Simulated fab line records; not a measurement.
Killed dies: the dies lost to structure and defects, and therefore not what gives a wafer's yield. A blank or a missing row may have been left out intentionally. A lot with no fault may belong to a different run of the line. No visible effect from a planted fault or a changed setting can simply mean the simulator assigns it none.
Which of the tools did it?    flow sky130    15 lots with 43 wafers sampled at 4 steps, on a route of 708 steps

## WHAT EACH GAUGE READ, for each wafer
SKY_LDD_N_TW_MEAS_17. Usual: for LDD_N_TW the level is 2584 and the standard deviation is 15.
lot   measured      on            LDD_N_TW        flag
L335  day 18 05:29  filmMetro-02  2563 2573 2576  
L336  day 18 07:29  filmMetro-03  2591 2596 2608  
L338  day 18 20:02  filmMetro-01  2582 2593 2591  
L340  day 19 19:08  filmMetro-03  2584 2566 2585  
L341  day 20 03:02  filmMetro-03  2562 2584 2577  
L342  day 20 12:25  filmMetro-01  2587 2582 2594  
L343  day 20 13:11  filmMetro-01  2600 2595 2588  
L344  day 21 04:05  filmMetro-02  2565 2562 2572  
L345  day 22 00:28  filmMetro-02  2572 2576 2590  
L347  day 22 20:29  filmMetro-03  2575 2590 2580  
L348  day 22 23:18  filmMetro-01  2598 2562       
L349  day 23 10:19  filmMetro-03  2590 2600 2599  
L350  day 23 12:37  filmMetro-03  2597 2592 2607  
L351  day 23 22:57  filmMetro-01  2589 2591       
L356  day 25 09:44  filmMetro-03  2583 2597 2586  

SKY_LDD_HVN_TW_MEAS_10. Usual: for LDD_HVN_TW the level is 1432 and the standard deviation is 11.
lot   measured      on            LDD_HVN_TW      flag
L335  day 20 18:13  filmMetro-03  1425 1437 1433  
L336  day 20 20:43  filmMetro-02  1426 1437 1429  
L338  day 21 09:34  filmMetro-04  1432 1436 1430  
L340  day 22 08:48  filmMetro-02  1426 1427 1427  
L341  day 22 15:38  filmMetro-04  1431 1448 1450  
L342  day 23 01:38  filmMetro-02  1426 1421 1422  
L343  day 23 03:07  filmMetro-02  1424 1421 1432  
L344  day 23 17:38  filmMetro-04  1436 1434 1430  
L345  day 24 12:34  filmMetro-02  1420 1422 1423  
L347  day 25 08:07  filmMetro-03  1444 1446 1445  
L348  day 25 10:46  filmMetro-03  1444 1443       
L349  day 25 23:02  filmMetro-02  1424 1419 1423  
L350  day 26 00:52  filmMetro-02  1413 1416 1417  
L351  day 26 11:20  filmMetro-02  1418 1420       
L356  day 27 21:17  filmMetro-03  1440 1455 1453  

SKY_POLY_CUT_OVL_MEAS_09. Usual: for POLY_CUT_OVL the level is 3 nm and the standard deviation is 5.6.
lot   measured      on          POLY_CUT_OVL (nm)  flag
L335  day 24 16:01  overlay-02  10 -3 12           
L336  day 24 17:20  overlay-01  0 6 3              
L338  day 25 05:59  overlay-01  0 5 5              
L340  day 26 05:14  overlay-01  -1 -8 -7           
L341  day 26 10:35  overlay-01  -2 8 -3            
L342  day 26 21:34  overlay-02  4 1 5              
L343  day 26 22:44  overlay-01  -10 -5 -3          
L344  day 27 14:32  overlay-02  2 10 -1            
L345  day 28 05:19  overlay-02  1 3 11             
L347  day 29 02:20  overlay-01  6 10 6             
L348  day 29 04:29  overlay-02  5 10               
L349  day 29 14:29  overlay-02  -2 4 9             
L350  day 29 17:32  overlay-01  7 14 4             
L351  day 30 01:38  overlay-01  -1 6               
L356  day 31 13:20  overlay-02  17 5 9             

## EACH LOT AND THE TOOL THAT RAN IT (in order: tool; ch and the chambers of the sampled wafers; start)
lot   SKY_SPACER_ETCHBACK_02
L335  rieDiel-04 ch 0,1,3, day 23 10:03
L336  rieDiel-02 ch 0,3, day 23 11:37
L338  rieDiel-01 ch 0,1,2, day 23 23:35
L340  rieDiel-02 ch 2,3, day 24 22:59
L341  rieDiel-04 ch 1,2, day 25 04:40
L342  rieDiel-04 ch 0,1,3, day 25 16:17
L343  rieDiel-04 ch 0,1,3, day 25 17:29
L344  rieDiel-02 ch 0,2,3, day 26 09:07
L345  rieDiel-02 ch 1,2, day 27 01:06
L347  rieDiel-04 ch 0,2, day 27 21:34
L348  rieDiel-02 ch 1,2, day 28 00:08
L349  rieDiel-02 ch 1,3, day 28 10:30
L350  rieDiel-04 ch 0,1,3, day 28 13:04
L351  rieDiel-02 ch 1,3, day 28 21:58
L356  rieDiel-04 ch 0,1,3, day 30 09:50
- SKY_SPACER_ETCHBACK_02: etches Si3N4 in CH3F/O2, stops on SiO2, time 46.7 s, target depth 45 nm.

## WHAT THE TOOLS THEMSELVES READ (means of the sampled wafers that have a number; where no wafer has one, the mark that the record gives instead)
SKY_SPACER_ETCHBACK_02. Usual: drypumpMotorCurrentA 5.75 A, standard deviation 0.27; oesProductAu 0.855 a.u., standard deviation 0.0066; throttleValvePct 10.562 %, standard deviation 0.0079.
lot   tool        drypumpMotorCurrentA (A)  oesProductAu (a.u.)  throttleValvePct (%)  flag
L335  rieDiel-04  5.99                      0.858                10.567                
L336  rieDiel-02  5.76                      0.862                10.570                
L338  rieDiel-01  5.65                      0.865                10.568                
L340  rieDiel-02  5.84                      0.849                10.554                
L341  rieDiel-04  5.62                      0.863                10.571                
L342  rieDiel-04  5.97                      0.857                10.554                
L343  rieDiel-04  5.97                      0.852                10.562                
L344  rieDiel-02  5.72                      0.861                10.562                
L345  rieDiel-02  5.71                      0.846                10.554                
L347  rieDiel-04  5.52                      0.850                10.561                
L348  rieDiel-02  5.69                      0.849                10.562                
L349  rieDiel-02  5.83                      0.850                10.559                
L350  rieDiel-04  5.97                      0.852                10.566                
L351  rieDiel-02  5.75                      0.861                10.553                
L356  rieDiel-04  5.97                      0.847                10.553                

## THE ANSWER, worked out from the rows above alone
Rule: a lot counts as off when the mean over its wafers that have a number is more than 3 standard deviations away from the usual mean. Also off: a lot with no number at a reading for which 4 or more lots have one. All remaining lots with rows at the step are treated as sound. After the gauges, taken in route order, come the tools' own readings; for these a lot's mean is taken, as printed above. At the first step where some lot is off, the reading lying furthest off is the one used; lots without a number count as furthest.
None of the lots is off at any reading shown; this tells nothing.

## WHAT THE SIMULATOR HAD INSERTED
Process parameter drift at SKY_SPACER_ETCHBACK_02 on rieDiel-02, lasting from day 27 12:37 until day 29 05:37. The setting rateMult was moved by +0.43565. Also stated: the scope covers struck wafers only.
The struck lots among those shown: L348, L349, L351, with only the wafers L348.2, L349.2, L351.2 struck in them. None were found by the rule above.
